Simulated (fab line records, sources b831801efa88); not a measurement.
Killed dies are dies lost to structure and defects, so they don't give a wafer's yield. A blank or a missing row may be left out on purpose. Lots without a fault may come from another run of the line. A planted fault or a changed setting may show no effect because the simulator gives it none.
Which tool did it? | flow gf180mcu | 13 lots, 39 wafers sampled, at 4 steps of a route of 602

WHAT THE GAUGES READ, wafer by wafer
GF_HV_LDD_TW_MEAS_50. Usual: HV_LDD_4_TW 568.1, standard deviation 2.9.
lot  | measured     | on            | HV_LDD_4_TW       | flag
L594 | day 12 09:29 | film_metro-03 | 570.8 574.3 571.3 |
L596 | day 13 03:13 | film_metro-01 | 563.5 560.1 562.8 |
L597 | day 13 09:10 | film_metro-03 | 567.1 568.9 566.9 |
L598 | day 13 17:50 | film_metro-02 | 566.2 563.2 567.5 |
L601 | day 14 23:52 | film_metro-01 | 564.9 564.4 564.5 |
L606 | day 16 12:25 | film_metro-03 | 571.3 565.7 565.2 |
L608 | day 17 04:22 | film_metro-02 | 564.7 568.3 566.8 |
L611 | day 18 03:04 | film_metro-02 | 567.9 568.4 570.6 |
L612 | day 18 11:13 | film_metro-02 | 568.6 565.2 568.4 |
L614 | day 19 05:01 | film_metro-02 | 568.2 569.2 568.5 |
L615 | day 19 11:20 | film_metro-03 | 570.8 568.8 570.1 |
L616 | day 19 22:23 | film_metro-03 | 569.5 569.3 571.0 |
L617 | day 20 02:43 | film_metro-03 | 571.6 570.1 569.9 |

GF_PSD_CD_MEAS_07: target cd 400 nm. Usual: cd_nm 400.0 nm, standard deviation 2.5.
lot  | measured     | on        | cd_nm (nm)        | flag
L594 | day 14 06:05 | cd_sem-02 | 402.3 401.9 403.6 |
L596 | day 14 23:22 | cd_sem-01 | 400.0 399.4 401.9 |
L597 | day 15 07:59 | cd_sem-01 | 397.7 395.8 397.3 |
L598 | day 15 15:23 | cd_sem-01 | 393.9 397.1 394.8 |
L601 | day 17 01:01 | cd_sem-02 | 403.5 400.6 402.4 |
L606 | day 18 13:52 | cd_sem-01 | 399.3 403.0 402.9 |
L608 | day 19 07:56 | cd_sem-01 | 403.3 402.9 406.1 |
L611 | day 20 08:04 | cd_sem-02 | 399.4 399.1 402.2 |
L612 | day 20 14:37 | cd_sem-01 | 402.3 400.9 399.7 |
L614 | day 21 08:55 | cd_sem-02 | 398.9 398.5 400.3 |
L615 | day 21 14:26 | cd_sem-02 | 398.4 400.2 399.3 |
L616 | day 22 00:10 | cd_sem-02 | 394.9 394.0 397.6 |
L617 | day 22 06:29 | cd_sem-01 | 399.5 399.0 399.7 |

WHICH TOOL RAN EACH LOT (tool, then ch and the chambers of the sampled wafers, then the start)
lot  | GF_VT_IMPLANT_STRIP_42               | GF_HV_LDD_STRIP_49
L594 | plasma_asher-04 ch 0,1, day 7 11:56  | plasma_asher-03 ch 0,1, day 12 09:24
L596 | plasma_asher-01 ch 0,1, day 8 04:47  | plasma_asher-02 ch 0,1, day 13 03:07
L597 | plasma_asher-04 ch 0,1, day 8 10:08  | plasma_asher-03 ch 0,1, day 13 09:04
L598 | plasma_asher-01 ch 0,1, day 8 15:41  | plasma_asher-01 ch 0,1, day 13 17:44
L601 | plasma_asher-04 ch 0,1, day 9 12:32  | plasma_asher-02 ch 0,1, day 14 23:46
L606 | plasma_asher-02 ch 0,1, day 10 20:29 | plasma_asher-03 ch 0,1, day 16 12:18
L608 | plasma_asher-02 ch 0,1, day 11 10:35 | plasma_asher-03 ch 0,1, day 17 04:16
L611 | plasma_asher-01 ch 1, day 12 06:54   | plasma_asher-02 ch 0,1, day 18 02:58
L612 | plasma_asher-04 ch 0,1, day 12 14:09 | plasma_asher-02 ch 0, day 18 11:07
L614 | plasma_asher-02 ch 0,1, day 13 05:48 | plasma_asher-02 ch 0,1, day 19 04:54
L615 | plasma_asher-01 ch 0,1, day 13 11:41 | plasma_asher-02 ch 0,1, day 19 11:13
L616 | plasma_asher-01 ch 0, day 13 21:30   | plasma_asher-03 ch 0,1, day 19 22:16
L617 | plasma_asher-02 ch 0,1, day 13 22:43 | plasma_asher-01 ch 1, day 20 02:37
- GF_VT_IMPLANT_STRIP_42: strips in O2/N2.
- GF_HV_LDD_STRIP_49: strips in O2/N2.

WHAT THE TOOLS THEMSELVES READ (means of the sampled wafers that have a number; where no wafer has one, the mark that the record gives instead)
GF_VT_IMPLANT_STRIP_42. Usual: drypump_motor_current_A 5.64 A, standard deviation 0.25; heater_power_w 324 W, standard deviation 29; n2_flow_sccm 300.2 sccm, standard deviation 0.81; oes_product_au 0.716 a.u., standard deviation 0.0048; strip_time_to_endpoint_s 12.64 s, standard deviation 0.039.
lot  | tool            | drypump_motor_current_A (A) | heater_power_w (W) | n2_flow_sccm (sccm) | oes_product_au (a.u.) | strip_time_to_endpoint_s (s) | flag
L594 | plasma_asher-04 | 5.39                        | 351                | 299.6               | 0.710                 | 12.64                        |
L596 | plasma_asher-01 | 5.82                        | 319                | 300.4               | 0.714                 | 12.63                        |
L597 | plasma_asher-04 | 5.48                        | 330                | 299.6               | 0.713                 | 12.54                        |
L598 | plasma_asher-01 | 5.69                        | 293                | 300.3               | 0.714                 | 12.60                        |
L601 | plasma_asher-04 | 5.48                        | 327                | 300.4               | 0.719                 | 12.61                        |
L606 | plasma_asher-02 | 5.88                        | 315                | 299.6               | 0.717                 | 12.60                        |
L608 | plasma_asher-02 | 5.76                        | 322                | 300.9               | 0.718                 | 12.66                        |
L611 | plasma_asher-01 | 5.91                        | 324                | 300.1               | 0.719                 | 12.70                        |
L612 | plasma_asher-04 | 5.49                        | 331                | 300.0               | 0.712                 | 12.65                        |
L614 | plasma_asher-02 | 5.75                        | 318                | 300.7               | 0.713                 | 12.63                        |
L615 | plasma_asher-01 | 5.81                        | 319                | 300.5               | 0.721                 | 12.63                        |
L616 | plasma_asher-01 | 5.58                        | 286                | 301.4               | 0.718                 | 12.65                        |
L617 | plasma_asher-02 | 5.79                        | 320                | 299.6               | 0.717                 | 12.63                        |

GF_HV_LDD_STRIP_49. Usual: drypump_motor_current_A 5.71 A, standard deviation 0.25; heater_power_w 319 W, standard deviation 12; n2_flow_sccm 300.1 sccm, standard deviation 0.91; oes_product_au 0.717 a.u., standard deviation 0.0049; strip_time_to_endpoint_s 12.65 s, standard deviation 0.031.
lot  | tool            | drypump_motor_current_A (A) | heater_power_w (W) | n2_flow_sccm (sccm) | oes_product_au (a.u.) | strip_time_to_endpoint_s (s) | flag
L594 | plasma_asher-03 | 5.61                        | 324                | 300.6               | 0.713                 | 12.66                        |
L596 | plasma_asher-02 | 5.93                        | 312                | 300.0               | 0.722                 | 12.63                        |
L597 | plasma_asher-03 | 5.60                        | 324                | 299.2               | 0.715                 | 12.66                        |
L598 | plasma_asher-01 | 5.70                        | 306                | 300.1               | 0.718                 | 12.62                        |
L601 | plasma_asher-02 | 5.77                        | 317                | 301.3               | 0.714                 | 12.68                        |
L606 | plasma_asher-03 | 5.63                        | 324                | 239.8               | 0.714                 | 12.60                        | OFF
L608 | plasma_asher-03 | 5.62                        | 326                | 239.2               | 0.713                 | 12.65                        | OFF
L611 | plasma_asher-02 | 5.75                        | 317                | 300.1               | 0.717                 | 12.62                        |
L612 | plasma_asher-02 | 5.63                        | 323                | 300.6               | 0.717                 | 12.60                        |
L614 | plasma_asher-02 | 5.93                        | 328                | 298.9               | 0.715                 | 12.68                        |
L615 | plasma_asher-02 | 5.75                        | 327                | 300.1               | 0.718                 | 12.69                        |
L616 | plasma_asher-03 | 5.48                        | 322                | 300.6               | 0.719                 | 12.68                        |
L617 | plasma_asher-01 | 5.93                        | 332                | 300.2               | 0.715                 | 12.66                        |

THE ANSWER, worked out from the rows above alone
Rule: a lot is off if the mean of its wafers that have a number lies more than 3 standard deviations from the usual mean. A lot without any number at a reading at which 4 lots or more have one is off too. The other lots that the step has rows for count as sound. The gauges are gone through in route order, then the tools' own readings, and for those a lot's mean is taken as printed above. The first step at which some lot is off is used, and at that step the reading that is off furthest; a lot without a number counts as furthest.
Off: L606, L608, at GF_HV_LDD_STRIP_49 (n2_flow_sccm).
A tool fits if, at that step or a process step before it, it ran every lot that is off, and no sound lot after the first of them. None of those tried fits.

WHAT THE SIMULATOR HAD PUT IN
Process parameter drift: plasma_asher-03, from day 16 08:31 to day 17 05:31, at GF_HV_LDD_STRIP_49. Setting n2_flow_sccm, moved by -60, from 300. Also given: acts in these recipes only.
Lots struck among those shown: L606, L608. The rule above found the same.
